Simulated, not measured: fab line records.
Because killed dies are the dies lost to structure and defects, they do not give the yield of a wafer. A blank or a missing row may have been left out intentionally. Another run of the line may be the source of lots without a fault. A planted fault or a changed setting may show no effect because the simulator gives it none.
Split-lot trial | flow sfqLine | 23 wafers read from 5 lots, route of 325 steps

THE SPLIT ITSELF
At SFQ_TRILAYER_I1_VIA_BARC_OPEN_VIA_ETCH_071 (etches BARC in O2, target depth 125 nm, time 41.7 s), the setting sourceW was moved away from the recipe's 500 W on 5 of the 23 wafers read, by -10.4% to +6.4%. This setting was run at the recipe's value on the other wafers.

The reading comes from the split's own step.

THE READING
KrF_of_TRILAYER_I1_VIA_LITHO_COAT_049.thkNm (the simulator's own value, which no gauge read), in nm, at SFQ_TRILAYER_I1_VIA_BARC_OPEN_VIA_ETCH_071 (etches BARC in O2, target depth 125 nm, time 41.7 s). No usual value for it is given in the file. The 18 wafers here that ran the recipe average 573.0 nm, standard deviation 0.95 nm.

wafer  | tool, chamber at the split | sourceW as run, W | against the recipe | KrF_of_TRILAYER_I1_VIA_LITHO_COAT_049.thkNm, nm | against lot-mates on the recipe
L075.1 | rieDiel-01, 0              | 500               | recipe             | 571.1                                           | -
L075.2 | rieDiel-01, 3              | 448.2             | -10.4%             | 578.2                                           | +6.5
L075.3 | rieDiel-01, 1              | 500               | recipe             | 572.2                                           | -
L075.5 | rieDiel-01, 1              | 448.2             | -10.4%             | 576.6                                           | +4.9
L075.6 | rieDiel-01, 0              | 448.2             | -10.4%             | 575.8                                           | +4.1
L077.1 | rieDiel-01, 3              | 500               | recipe             | 573                                             | -
L077.2 | rieDiel-01, 2              | 500               | recipe             | 574.7                                           | -
L077.4 | rieDiel-01, 0              | 500               | recipe             | 572                                             | -
L077.5 | rieDiel-01, 0              | 500               | recipe             | 573                                             | -
L077.6 | rieDiel-01, 1              | 500               | recipe             | 572.8                                           | -
L079.2 | rieDiel-04, 0              | 500               | recipe             | 573.9                                           | -
L079.4 | rieDiel-04, 1              | 500               | recipe             | 572.2                                           | -
L079.5 | rieDiel-04, 0              | 500               | recipe             | 572.9                                           | -
L083.1 | rieDiel-01, 0              | 500               | recipe             | 572.2                                           | -
L083.2 | rieDiel-01, 3              | 500               | recipe             | 572.7                                           | -
L083.3 | rieDiel-01, 1              | 532               | +6.4%              | 568.1                                           | -5.0
L083.4 | rieDiel-01, 2              | 532               | +6.4%              | 567.5                                           | -5.6
L083.6 | rieDiel-01, 1              | 500               | recipe             | 574.3                                           | -
L084.1 | rieDiel-04, 3              | 500               | recipe             | 571.5                                           | -
L084.2 | rieDiel-04, 1              | 500               | recipe             | 573.4                                           | -
L084.3 | rieDiel-04, 0              | 500               | recipe             | 573.7                                           | -
L084.4 | rieDiel-04, 2              | 500               | recipe             | 573.9                                           | -
L084.5 | rieDiel-04, 1              | 500               | recipe             | 573.6                                           | -

FIT RESULTS
A straight line over all 23 wafers: KrF_of_TRILAYER_I1_VIA_LITHO_COAT_049.thkNm changes by -0.479 nm for each +1% of sourceW; r = -0.87; the points scatter about the line by 1.2 nm.
The same after taking each lot's own level away (the mean of its wafers on the recipe; 23 wafers): -0.579 nm for each +1%; r = -0.93; scatter 0.99 nm.
Per that fit: largest sourceW move, reading shift of 6 nm.
Measured against the standard deviation above, the lots' own levels, which go from 571.65 to 573.22 nm, span 1.7 times it.
So the lot-to-lot level changes the slope: the two fits differ.
Check: +5.46 nm against its lot-mates is what the line predicts for one of the wafers moved furthest among these (-10.4%) when that wafer is left out of the fit. It came out at +6.55 nm against them.

OTHER SPLITS ON THESE WAFERS
These wafers also went through other splits before the reading. Each is held against what the fit with the lots' levels taken away leaves over:
other split on the same wafers                 | wafers away from the commonest value | r with KrF_of_TRILAYER_I1_VIA_LITHO_COAT_049.thkNm (lot level and that fit taken away)
SFQ_TRILAYER_INCOMING_OXIDATION_002 tempC      | 18                                   | +0.00
SFQ_TRILAYER_L0_VIA_LITHO_COAT_013 resistThkNm | 6                                    | -0.09
SFQ_TRILAYER_M0_LITHO_COAT_026 resistThkNm     | 10                                   | +0.05
SFQ_TRILAYER_M0_LITHO_PEB_024 pebTempC         | 7                                    | -0.04
SFQ_TRILAYER_M0_ETCH_METAL_ETCH_024 timeS      | 7                                    | +0.11
SFQ_TRILAYER_I0_VIA_LITHO_COAT_036 resistThkNm | 10                                   | +0.25
SFQ_TRILAYER_M1_LITHO_COAT_039 resistThkNm     | 9                                    | -0.21
SFQ_TRILAYER_M1_BARC_OPEN_METAL_ETCH_054 biasW | 9                                    | -0.18
SFQ_TRILAYER_I1_VIA_LITHO_COAT_054 resistThkNm | 6                                    | -0.25

THE FILE'S OWN FIT
KrF_of_TRILAYER_I1_VIA_LITHO_COAT_049.thkNm changes by -0.591 nm for each +1% of sourceW, r = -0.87.
